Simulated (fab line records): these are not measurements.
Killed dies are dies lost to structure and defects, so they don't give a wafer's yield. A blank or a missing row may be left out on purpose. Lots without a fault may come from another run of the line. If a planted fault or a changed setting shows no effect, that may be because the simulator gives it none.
Split-lot experiment    flow gf180mcu    23 wafers read from 5 lots, route of 602 steps

## ON THE SPLIT
At GF_VT_IMPLANT_IMPLANT_08, the setting energy-kev was moved away from the recipe's 20 on 11 of the 23 wafers read, by -6.6% to +8.0%. For the rest of the wafers, this setting stayed at what the recipe calls for.

## FROM SPLIT TO READING: 1 step shown by the file between the two
- GF_VT_IMPLANT_STRIP_09: strips in O2/N2

## THE READING
VT_IMPLANT_TW, at GF_VT_IMPLANT_TW_MEAS_10. A value of 565 with a standard deviation of 4.3 is what fault-free wafers of this fab line usually give.

wafer   tool, chamber at the split  energy-kev as run  against the recipe  VT_IMPLANT_TW  against lot-mates on the recipe
L076.1  implanter-04, 0             20                 recipe              561            -
L076.5  implanter-04, 0             20                 recipe              561            -
L076.6  implanter-04, 0             20                 recipe              561            -
L078.1  implanter-01, 0             20                 recipe              560            -
L078.2  implanter-01, 0             21.55              +7.8%               570            +8
L078.4  implanter-01, 0             20                 recipe              563            -
L078.5  implanter-01, 0             20                 recipe              564            -
L078.6  implanter-01, 0             21.55              +7.8%               574            +12
L082.1  implanter-01, 0             20                 recipe              563            -
L082.2  implanter-01, 0             20                 recipe              560            -
L082.3  implanter-01, 0             18.99              -5.1%               554            -8
L082.4  implanter-01, 0             18.99              -5.1%               554            -8
L082.5  implanter-01, 0             18.99              -5.1%               553            -8
L083.2  implanter-01, 0             21.6               +8.0%               574            +10
L083.3  implanter-01, 0             20                 recipe              564            -
L083.4  implanter-01, 0             21.6               +8.0%               578            +14
L083.5  implanter-01, 0             20                 recipe              564            -
L083.6  implanter-01, 0             21.6               +8.0%               576            +12
L084.2  implanter-03, 0             18.68              -6.6%               558            -12
L084.3  implanter-03, 0             20                 recipe              567            -
L084.4  implanter-03, 0             20                 recipe              572            -
L084.5  implanter-03, 0             18.68              -6.6%               560            -10
L084.6  implanter-03, 0             18.68              -6.6%               559            -10

FIT RESULTS
A straight line over all 23 wafers: VT_IMPLANT_TW changes by +1.29 for each +1% of energy-kev; r = +0.88; the points scatter about the line by 3.4.
The same after taking each lot's own level away (the mean of its wafers on the recipe; 23 wafers): +1.47 for each +1%; r = +0.98; scatter 1.6.
That fit puts the effect of the largest move of energy-kev on the reading at 12.
From 561.0 to 569.5: that is the span of the lots' own levels, equal to 2.0 times the standard deviation above.
Thus the slope moves with the lot-to-lot level: the two fits are different.
Check: +11.8 against its lot-mates is what the line predicts for one of the wafers moved furthest among these (+8.0%) when that wafer is left out of the fit. It came out at +10 against them.

## FURTHER SPLITS ON THESE WAFERS
Note: prior to the reading, these wafers also went through further splits. Each is held against what the fit with the lots' levels taken away leaves over:
other split on the same wafers      wafers away from the commonest value  r with VT_IMPLANT_TW (lot level and that fit taken away)
GF_STI_OXIDATION_01 ox-time-s       10                                    -0.10
GF_STI_ETCH_13 time-s               12                                    +0.15
GF_STI_WET_ETCH_26 time-s           10                                    -0.06
GF_DNWELL_COAT_02 resist-thk-nm     4                                     -0.15
GF_NWELL_COAT_02 resist-thk-nm      4                                     -0.12
GF_NWELL_IMPLANT_09 dose-cm2        7                                     -0.14
GF_LVPWELL_COAT_02 spin-rpm         5                                     +0.06
GF_LVPWELL_STRIP_10 pressure-mtorr  15                                    +0.01
GF_MVSD_IMPLANT_08 energy-kev       8                                     -0.23
GF_MVPSD_IMPLANT_09 dose-cm2        8                                     +0.28

## THE WHOLE CHAIN: every reading that the file lists as answering this split, in the file's order
step                      what it does  reading                                                          change (the file's fit)                 r (the file's)
GF_VT_IMPLANT_IMPLANT_08                implant.rp-nm (the simulator's own value, which no gauge read)   +0.136 nm for each +1% of the setting   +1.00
GF_VT_IMPLANT_IMPLANT_08                implant.drp-nm (the simulator's own value, which no gauge read)  +0.0682 nm for each +1% of the setting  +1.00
GF_VT_IMPLANT_TW_MEAS_10                VT_IMPLANT_TW                                                    +1.42 for each +1% of the setting       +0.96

## THE FILE'S OWN FIT
VT_IMPLANT_TW changes by +1.42 for each +1% of energy-kev, r = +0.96.
